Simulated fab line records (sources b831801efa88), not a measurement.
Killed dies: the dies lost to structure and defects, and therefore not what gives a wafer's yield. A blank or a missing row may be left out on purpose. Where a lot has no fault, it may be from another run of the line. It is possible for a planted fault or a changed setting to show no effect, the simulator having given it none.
Check for tools in common || flow gf180mcu || 36 wafers sampled across 12 lots

REASON FOR OPENING
Of 12 lots, 2 have the reading PSD_TW flagged at GF_PSD_TW_MEAS_11. Wafers without a fault read 3168, standard deviation 22.
Rule: a lot is flagged in two cases, either no wafer of it has a number, or all its wafers with numbers fall more than 4 standard deviations from that mean. The other lots count as sound.

{"lot": "L296", "measured": "day 13 16:41", "on": "film metro-02", "PSD_TW, wafer by wafer": "3151 3138 3147", "flag": ""}
{"lot": "L298", "measured": "day 14 11:30", "on": "film metro-01", "PSD_TW, wafer by wafer": "3473 3465 3480", "flag": "FLAGGED"}
{"lot": "L299", "measured": "day 14 18:02", "on": "film metro-04", "PSD_TW, wafer by wafer": "3207 3202 3207", "flag": ""}
{"lot": "L300", "measured": "day 15 02:41", "on": "film metro-04", "PSD_TW, wafer by wafer": "3488 3484 3504", "flag": "FLAGGED"}
{"lot": "L308", "measured": "day 18 19:44", "on": "film metro-01", "PSD_TW, wafer by wafer": "3160 3184 3162", "flag": ""}
{"lot": "L309", "measured": "day 19 18:41", "on": "film metro-02", "PSD_TW, wafer by wafer": "3183 3170 3172", "flag": ""}
{"lot": "L310", "measured": "day 19 20:15", "on": "film metro-01", "PSD_TW, wafer by wafer": "3145 3171 3149", "flag": ""}
{"lot": "L312", "measured": "day 20 15:33", "on": "film metro-02", "PSD_TW, wafer by wafer": "3176 3167 3180", "flag": ""}
{"lot": "L313", "measured": "day 21 03:41", "on": "film metro-01", "PSD_TW, wafer by wafer": "3164 3172 3156", "flag": ""}
{"lot": "L315", "measured": "day 21 20:26", "on": "film metro-02", "PSD_TW, wafer by wafer": "3167 3148 3153", "flag": ""}
{"lot": "L314", "measured": "day 21 22:03", "on": "film metro-02", "PSD_TW, wafer by wafer": "3176 3168 3171", "flag": ""}
{"lot": "L317", "measured": "day 22 19:56", "on": "film metro-01", "PSD_TW, wafer by wafer": "3148 3153 3146", "flag": ""}
The mean of the flagged lots' numbers is 3482, +314 from the usual (+14 standard deviations).

LOT BY LOT: THE TOOL USED
The record holds 2 process steps before the reading, out of a route of 602 steps. In each cell: the tool, then ch and the chambers that the sampled wafers went through, then the start.
{"lot": "L296", "flag": "", "GF_PSD_IMPLANT_09": "implanter-03 ch 0, day 13 16:26", "GF_PSD_STRIP_10": "plasma asher-02 ch 0,1, day 13 16:35"}
{"lot": "L298", "flag": "FLAGGED", "GF_PSD_IMPLANT_09": "implanter-03 ch 0, day 14 11:16", "GF_PSD_STRIP_10": "plasma asher-01 ch 0,1, day 14 11:23"}
{"lot": "L299", "flag": "", "GF_PSD_IMPLANT_09": "implanter-04 ch 0, day 14 17:48", "GF_PSD_STRIP_10": "plasma asher-02 ch 0,1, day 14 17:56"}
{"lot": "L300", "flag": "FLAGGED", "GF_PSD_IMPLANT_09": "implanter-03 ch 0, day 15 02:27", "GF_PSD_STRIP_10": "plasma asher-02 ch 0,1, day 15 02:35"}
{"lot": "L308", "flag": "", "GF_PSD_IMPLANT_09": "implanter-03 ch 0, day 18 19:29", "GF_PSD_STRIP_10": "plasma asher-01 ch 0,1, day 18 19:38"}
{"lot": "L309", "flag": "", "GF_PSD_IMPLANT_09": "implanter-03 ch 0, day 19 18:26", "GF_PSD_STRIP_10": "plasma asher-01 ch 0,1, day 19 18:35"}
{"lot": "L310", "flag": "", "GF_PSD_IMPLANT_09": "implanter-02 ch 0, day 19 20:01", "GF_PSD_STRIP_10": "plasma asher-02 ch 0,1, day 19 20:08"}
{"lot": "L312", "flag": "", "GF_PSD_IMPLANT_09": "implanter-04 ch 0, day 20 15:19", "GF_PSD_STRIP_10": "plasma asher-04 ch 0,1, day 20 15:26"}
{"lot": "L313", "flag": "", "GF_PSD_IMPLANT_09": "implanter-03 ch 0, day 21 03:26", "GF_PSD_STRIP_10": "plasma asher-04 ch 0,1, day 21 03:35"}
{"lot": "L315", "flag": "", "GF_PSD_IMPLANT_09": "implanter-03 ch 0, day 21 20:11", "GF_PSD_STRIP_10": "plasma asher-02 ch 0,1, day 21 20:20"}
{"lot": "L314", "flag": "", "GF_PSD_IMPLANT_09": "implanter-04 ch 0, day 21 21:49", "GF_PSD_STRIP_10": "plasma asher-04 ch 0,1, day 21 21:56"}
{"lot": "L317", "flag": "", "GF_PSD_IMPLANT_09": "implanter-02 ch 0, day 22 19:42", "GF_PSD_STRIP_10": "plasma asher-04 ch 0,1, day 22 19:50"}
What is done by these steps:
- GF_PSD_IMPLANT_09
- GF_PSD_STRIP_10: strips in O2/N2.
- GF_PSD_TW_MEAS_11

FLAGGED AGAINST TOTAL, ONE TOOL AT A TIME (gauges that did the reading follow at the end)
{"step": "GF_PSD_IMPLANT_09", "tool": "implanter-02", "lots run": 2, "flagged": 0, "share of the flagged lots": "none", "sound lots run after its first flagged lot": "-"}
{"step": "GF_PSD_IMPLANT_09", "tool": "implanter-03", "lots run": 7, "flagged": 2, "share of the flagged lots": "all", "sound lots run after its first flagged lot": "4 (L308,L309,L313,L315)"}
{"step": "GF_PSD_IMPLANT_09", "tool": "implanter-04", "lots run": 3, "flagged": 0, "share of the flagged lots": "none", "sound lots run after its first flagged lot": "-"}
{"step": "GF_PSD_STRIP_10", "tool": "plasma asher-01", "lots run": 3, "flagged": 1, "share of the flagged lots": "some", "sound lots run after its first flagged lot": "2 (L308,L309)"}
{"step": "GF_PSD_STRIP_10", "tool": "plasma asher-02", "lots run": 5, "flagged": 1, "share of the flagged lots": "some", "sound lots run after its first flagged lot": "2 (L310,L315)"}
{"step": "GF_PSD_STRIP_10", "tool": "plasma asher-04", "lots run": 4, "flagged": 0, "share of the flagged lots": "none", "sound lots run after its first flagged lot": "-"}
{"step": "GF_PSD_TW_MEAS_11", "tool": "film metro-01", "lots run": 5, "flagged": 1, "share of the flagged lots": "some", "sound lots run after its first flagged lot": "4 (L308,L310,L313,L317)"}
{"step": "GF_PSD_TW_MEAS_11", "tool": "film metro-02", "lots run": 5, "flagged": 0, "share of the flagged lots": "none", "sound lots run after its first flagged lot": "-"}
{"step": "GF_PSD_TW_MEAS_11", "tool": "film metro-04", "lots run": 2, "flagged": 1, "share of the flagged lots": "some", "sound lots run after its first flagged lot": 0}

WHAT THE TABLE ALLOWS
In the table, 1 row covers all flagged lots: implanter-03 at GF_PSD_IMPLANT_09.
- implanter-03 at GF_PSD_IMPLANT_09: 2 of its 7 lots flagged. Lots that were sound ran on it after the first flagged one (L308, L309, L313, L315); a persistent fault on the entire tool would not allow that. Its own readings lie more than 4 standard deviations out on every wafer of the flagged lots: beam energy keV.
Not one row of the table ran every flagged lot while running no sound lot after the first.

WHAT WAS PUT IN BY THE SIMULATOR
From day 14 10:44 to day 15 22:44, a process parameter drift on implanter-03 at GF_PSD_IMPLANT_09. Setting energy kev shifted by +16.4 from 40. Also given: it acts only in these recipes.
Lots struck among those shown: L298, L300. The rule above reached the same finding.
